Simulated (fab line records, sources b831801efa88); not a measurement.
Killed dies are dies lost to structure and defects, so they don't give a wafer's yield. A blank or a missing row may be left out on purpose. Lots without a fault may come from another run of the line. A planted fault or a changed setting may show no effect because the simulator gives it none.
Chamber matching | flow sky130 | SKY_VIA1_ETCH_15 on rie_diel-03: 4 sister chambers
The step etches SiO2 in C4F8/O2/Ar, stops on TiN, target depth 351 nm, time 54 s. 8 wafers are shown with their chamber, then 8 later ones without.

WAFERS WITH THEIR CHAMBER
wafer  | chamber | oes_product_au (a.u.)
L078.4 | 0       | 0.974
L078.6 | 2       | 0.982
L081.2 | 2       | 0.980
L081.6 | 1       | 0.989
L085.1 | 1       | 0.983
L085.3 | 0       | 0.985
L085.4 | 3       | 0.981
L092.2 | 3       | 0.972

WAFERS WITHOUT THEIR CHAMBER
wafer  | oes_product_au (a.u.)
L092.4 | 0.975
L092.5 | 0.987
L094.1 | 0.980
L094.2 | 0.979
L094.3 | 0.980
L094.4 | 0.986
L094.5 | 0.981
L094.6 | 0.984

WHICH CHAMBER EACH WENT THROUGH
wafer  | from the rows above               | in truth
L092.4 | can't be placed: 3 or 0 or 2 or 1 | 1
L092.5 | can't be placed: 1 or 2 or 0 or 3 | 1
L094.1 | can't be placed: 0 or 2 or 3 or 1 | 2
L094.2 | can't be placed: 0 or 2 or 3 or 1 | 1
L094.3 | can't be placed: 0 or 2 or 3 or 1 | 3
L094.4 | can't be placed: 1 or 2 or 0 or 3 | 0
L094.5 | can't be placed: 2 or 0 or 3 or 1 | 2
L094.6 | can't be placed: 1 or 2 or 0 or 3 | 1
Placed correctly: 0 of 8. Can't be placed from these rows: 8 (the true chamber is among the candidates in 8). Placed wrongly: 0.
How it was worked out, from the rows above alone: a wafer's distance from a chamber is the root of the sum, over the readings, of the square of ((its reading less the chamber's mean) divided by the reading's scatter). The wafer belongs to the nearest chamber; if the next one is less than 2 further off, it can't be placed. A chamber's mean is the mean of its shown wafers. The scatter: the root of (the sum of the squares of (reading less its chamber's mean) over the shown wafers, divided by (wafers less chambers)).
